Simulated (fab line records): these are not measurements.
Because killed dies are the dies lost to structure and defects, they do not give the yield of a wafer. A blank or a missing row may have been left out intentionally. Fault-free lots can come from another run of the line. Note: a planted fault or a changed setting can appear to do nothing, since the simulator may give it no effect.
Shared-tool check ; flow sky130 ; 14 lots, 42 wafers sampled

## WHAT PROMPTED THE OPENING
On 2 of the 14 lots, a flag is raised at SKY_LDD_P_CD_MEAS_07 on the reading cdNm. No-fault wafers: 380.3 nm, standard deviation 2.8.
Rule: a lot is flagged when every wafer of it that has a number lies more than 4 standard deviations from that mean, or none has a number. The other lots count as sound.

lot;measured;on;cdNm (nm), wafer by wafer;flag
L205;day 19 07:47;cdSem-01;380.0 381.4 378.0;
L206;day 19 16:13;cdSem-02;379.9 378.7 381.4;
L208;day 20 12:59;cdSem-02;383.1 383.1 380.1;
L209;day 20 16:37;cdSem-02;377.2 379.1 376.4;
L210;day 21 18:13;cdSem-02;376.9 375.5 378.1;
L211;day 21 23:35;cdSem-02;382.8 384.1 382.0;
L213;day 22 19:40;cdSem-01;299.3 299.3 301.0;FLAGGED
L214;day 23 02:08;cdSem-02;298.3 298.6 297.2;FLAGGED
L221;day 25 09:53;cdSem-02;385.3 383.1 381.8;
L222;day 25 16:27;cdSem-02;384.3 381.5 380.9;
L223;day 26 11:47;cdSem-01;380.3 377.3 379.7;
L225;day 26 16:42;cdSem-02;381.2 383.1 384.3;
L226;day 26 19:43;cdSem-01;379.9 379.2 383.1;
L227;day 27 19:47;cdSem-02;375.5 377.9 375.2;
The mean of the flagged lots' numbers is 298.9 nm, -81.4 nm from the usual (-29 standard deviations).

## LOT BY LOT: THE TOOL USED
The record holds 1 process step before the reading, out of a route of 708 steps. Each cell gives the tool, then ch followed by the chambers the sampled wafers passed through, then the start.
lot;flag;SKY_LDD_P_DEVELOP_06
L205;;lithoTrack-01 ch 0, day 19 07:38
L206;;lithoTrack-04 ch 0, day 19 16:04
L208;;lithoTrack-01 ch 0, day 20 12:50
L209;;lithoTrack-02 ch 0, day 20 16:29
L210;;lithoTrack-01 ch 0, day 21 18:05
L211;;lithoTrack-01 ch 0, day 21 23:26
L213;FLAGGED;lithoTrack-01 ch 0, day 22 19:32
L214;FLAGGED;lithoTrack-01 ch 0, day 23 01:59
L221;;lithoTrack-01 ch 0, day 25 09:44
L222;;lithoTrack-04 ch 0, day 25 16:16
L223;;lithoTrack-01 ch 0, day 26 11:38
L225;;lithoTrack-02 ch 0, day 26 16:34
L226;;lithoTrack-01 ch 0, day 26 19:35
L227;;lithoTrack-02 ch 0, day 27 19:38
What is done by these steps:
- SKY_LDD_P_DEVELOP_06: develop time 60 s.
- SKY_LDD_P_CD_MEAS_07: target cd 380 nm.

## FLAGGED AGAINST TOTAL, ONE TOOL AT A TIME (gauges that did the reading follow at the end)
step;tool;lots run;flagged;share of the flagged lots;sound lots run after its first flagged lot
SKY_LDD_P_DEVELOP_06;lithoTrack-01;9;2;all;3 (L221,L223,L226)
SKY_LDD_P_DEVELOP_06;lithoTrack-02;3;0;none;-
SKY_LDD_P_DEVELOP_06;lithoTrack-04;2;0;none;-
SKY_LDD_P_CD_MEAS_07;cdSem-01;4;1;some;2 (L223,L226)
SKY_LDD_P_CD_MEAS_07;cdSem-02;10;1;some;4 (L221,L222,L225,L227)

## WHAT THE TABLE ALLOWS
In the table, 1 row covers all flagged lots: lithoTrack-01 at SKY_LDD_P_DEVELOP_06.
- lithoTrack-01 at SKY_LDD_P_DEVELOP_06: 2 of its 9 lots flagged. After the first flagged lot (L221, L223, L226), sound lots still ran on it; a lasting fault on the whole tool would not permit that.
There is no row in the table that ran each flagged lot and no sound lot after the first.

## WHAT THE SIMULATOR HAD INSERTED
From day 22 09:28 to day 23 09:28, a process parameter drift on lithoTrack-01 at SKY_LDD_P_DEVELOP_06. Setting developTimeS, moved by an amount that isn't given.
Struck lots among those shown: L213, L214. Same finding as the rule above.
